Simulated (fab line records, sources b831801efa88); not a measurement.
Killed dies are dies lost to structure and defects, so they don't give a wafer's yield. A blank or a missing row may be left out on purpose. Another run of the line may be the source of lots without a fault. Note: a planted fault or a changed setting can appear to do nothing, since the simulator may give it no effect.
Check of tool commonality :: flow sky130 :: 33 wafers sampled across 11 lots

## WHAT PROMPTED THE OPENING
2 of 11 lots carry a flag on the reading RES_XHIGH_TW at SKY_RES_XHIGH_TW_MEAS_09. No-fault wafers: 1637, standard deviation 14.
Rule: a lot is flagged when every wafer of it that has a number lies more than 4 standard deviations from that mean, or none has a number. The other lots count as sound.

lot: L324
measured: day 27 01:27
on: film metro-04
RES_XHIGH_TW, wafer by wafer: 1647 1661 1661
flag: 

lot: L326
measured: day 27 18:42
on: film metro-03
RES_XHIGH_TW, wafer by wafer: 1636 1638 1640
flag: 

lot: L327
measured: day 28 07:39
on: film metro-03
RES_XHIGH_TW, wafer by wafer: 1635 1634 1643
flag: 

lot: L330
measured: day 28 17:16
on: film metro-04
RES_XHIGH_TW, wafer by wafer: 1660 1654 1656
flag: 

lot: L334
measured: day 30 14:46
on: film metro-01
RES_XHIGH_TW, wafer by wafer: 996 1000 997
flag: FLAGGED

lot: L336
measured: day 31 00:36
on: film metro-01
RES_XHIGH_TW, wafer by wafer: 991 991 995
flag: FLAGGED

lot: L338
measured: day 31 20:13
on: film metro-03
RES_XHIGH_TW, wafer by wafer: 1650 1655 1653
flag: 

lot: L341
measured: day 32 13:22
on: film metro-03
RES_XHIGH_TW, wafer by wafer: 1655 1645 1651
flag: 

lot: L343
measured: day 33 04:33
on: film metro-04
RES_XHIGH_TW, wafer by wafer: 1660 1665 1666
flag: 

lot: L346
measured: day 33 23:30
on: film metro-03
RES_XHIGH_TW, wafer by wafer: 1649 1642 1635
flag: 

lot: L347
measured: day 34 05:54
on: film metro-01
RES_XHIGH_TW, wafer by wafer: 1628 1621 1624
flag: 
Average over the flagged lots: 995; offset from the usual -642, equal to -46 standard deviations.

## TOOL THAT RAN EACH LOT
The record holds 2 process steps before the reading, out of a route of 708 steps. Cell contents, in order: the tool; ch with the chambers the sampled wafers went through; the start.
lot: L324
flag: 
SKY_RES_XHIGH_IMPLANT_07: implanter-01 ch 0, day 27 01:12
SKY_RES_XHIGH_STRIP_08: plasma asher-04 ch 0,1, day 27 01:21

lot: L326
flag: 
SKY_RES_XHIGH_IMPLANT_07: implanter-03 ch 0, day 27 18:27
SKY_RES_XHIGH_STRIP_08: plasma asher-04 ch 0,1, day 27 18:36

lot: L327
flag: 
SKY_RES_XHIGH_IMPLANT_07: implanter-04 ch 0, day 28 07:24
SKY_RES_XHIGH_STRIP_08: plasma asher-04 ch 0,1, day 28 07:33

lot: L330
flag: 
SKY_RES_XHIGH_IMPLANT_07: implanter-03 ch 0, day 28 17:01
SKY_RES_XHIGH_STRIP_08: plasma asher-02 ch 0,1, day 28 17:10

lot: L334
flag: FLAGGED
SKY_RES_XHIGH_IMPLANT_07: implanter-01 ch 0, day 30 14:32
SKY_RES_XHIGH_STRIP_08: plasma asher-02 ch 0,1, day 30 14:40

lot: L336
flag: FLAGGED
SKY_RES_XHIGH_IMPLANT_07: implanter-01 ch 0, day 31 00:21
SKY_RES_XHIGH_STRIP_08: plasma asher-04 ch 0,1, day 31 00:30

lot: L338
flag: 
SKY_RES_XHIGH_IMPLANT_07: implanter-03 ch 0, day 31 19:59
SKY_RES_XHIGH_STRIP_08: plasma asher-02 ch 0,1, day 31 20:06

lot: L341
flag: 
SKY_RES_XHIGH_IMPLANT_07: implanter-04 ch 0, day 32 13:08
SKY_RES_XHIGH_STRIP_08: plasma asher-01 ch 0,1, day 32 13:16

lot: L343
flag: 
SKY_RES_XHIGH_IMPLANT_07: implanter-04 ch 0, day 33 04:18
SKY_RES_XHIGH_STRIP_08: plasma asher-01 ch 0,1, day 33 04:27

lot: L346
flag: 
SKY_RES_XHIGH_IMPLANT_07: implanter-03 ch 0, day 33 23:16
SKY_RES_XHIGH_STRIP_08: plasma asher-02 ch 0,1, day 33 23:23

lot: L347
flag: 
SKY_RES_XHIGH_IMPLANT_07: implanter-01 ch 0, day 34 05:39
SKY_RES_XHIGH_STRIP_08: plasma asher-02 ch 0,1, day 34 05:48
What these steps do:
- SKY_RES_XHIGH_IMPLANT_07
- SKY_RES_XHIGH_STRIP_08: strips in O2/N2.
- SKY_RES_XHIGH_TW_MEAS_09

## FLAGGED AGAINST TOTAL, ONE TOOL AT A TIME (gauges that did the reading follow at the end)
step: SKY_RES_XHIGH_IMPLANT_07
tool: implanter-01
lots run: 4
flagged: 2
share of the flagged lots: all
sound lots run after its first flagged lot: 1 (L347)

step: SKY_RES_XHIGH_IMPLANT_07
tool: implanter-03
lots run: 4
flagged: 0
share of the flagged lots: none
sound lots run after its first flagged lot: -

step: SKY_RES_XHIGH_IMPLANT_07
tool: implanter-04
lots run: 3
flagged: 0
share of the flagged lots: none
sound lots run after its first flagged lot: -

step: SKY_RES_XHIGH_STRIP_08
tool: plasma asher-01
lots run: 2
flagged: 0
share of the flagged lots: none
sound lots run after its first flagged lot: -

step: SKY_RES_XHIGH_STRIP_08
tool: plasma asher-02
lots run: 5
flagged: 1
share of the flagged lots: some
sound lots run after its first flagged lot: 3 (L338,L346,L347)

step: SKY_RES_XHIGH_STRIP_08
tool: plasma asher-04
lots run: 4
flagged: 1
share of the flagged lots: some
sound lots run after its first flagged lot: 0

step: SKY_RES_XHIGH_TW_MEAS_09
tool: film metro-01
lots run: 3
flagged: 2
share of the flagged lots: all
sound lots run after its first flagged lot: 1 (L347)

step: SKY_RES_XHIGH_TW_MEAS_09
tool: film metro-03
lots run: 5
flagged: 0
share of the flagged lots: none
sound lots run after its first flagged lot: -

step: SKY_RES_XHIGH_TW_MEAS_09
tool: film metro-04
lots run: 3
flagged: 0
share of the flagged lots: none
sound lots run after its first flagged lot: -

## WHAT THE TABLE PERMITS
Rows of the table that ran all the flagged lots, 2 in number: implanter-01 at SKY_RES_XHIGH_IMPLANT_07; film metro-01 at SKY_RES_XHIGH_TW_MEAS_09.
- implanter-01 at SKY_RES_XHIGH_IMPLANT_07: 2 of its 4 lots flagged. Sound lots followed the first flagged one (L347) on it, something a lasting fault affecting the whole tool could not allow. Its own readings lie more than 4 standard deviations out on every wafer of the flagged lots: beam on s, dose ions cm2.
- film metro-01 at SKY_RES_XHIGH_TW_MEAS_09: 2 of its 3 lots flagged. Sound lots followed the first flagged one (L347) on it, something a lasting fault affecting the whole tool could not allow.
Every row of the table either missed a flagged lot or ran a sound lot after the first.

## WHAT THE SIMULATOR HAD PUT IN
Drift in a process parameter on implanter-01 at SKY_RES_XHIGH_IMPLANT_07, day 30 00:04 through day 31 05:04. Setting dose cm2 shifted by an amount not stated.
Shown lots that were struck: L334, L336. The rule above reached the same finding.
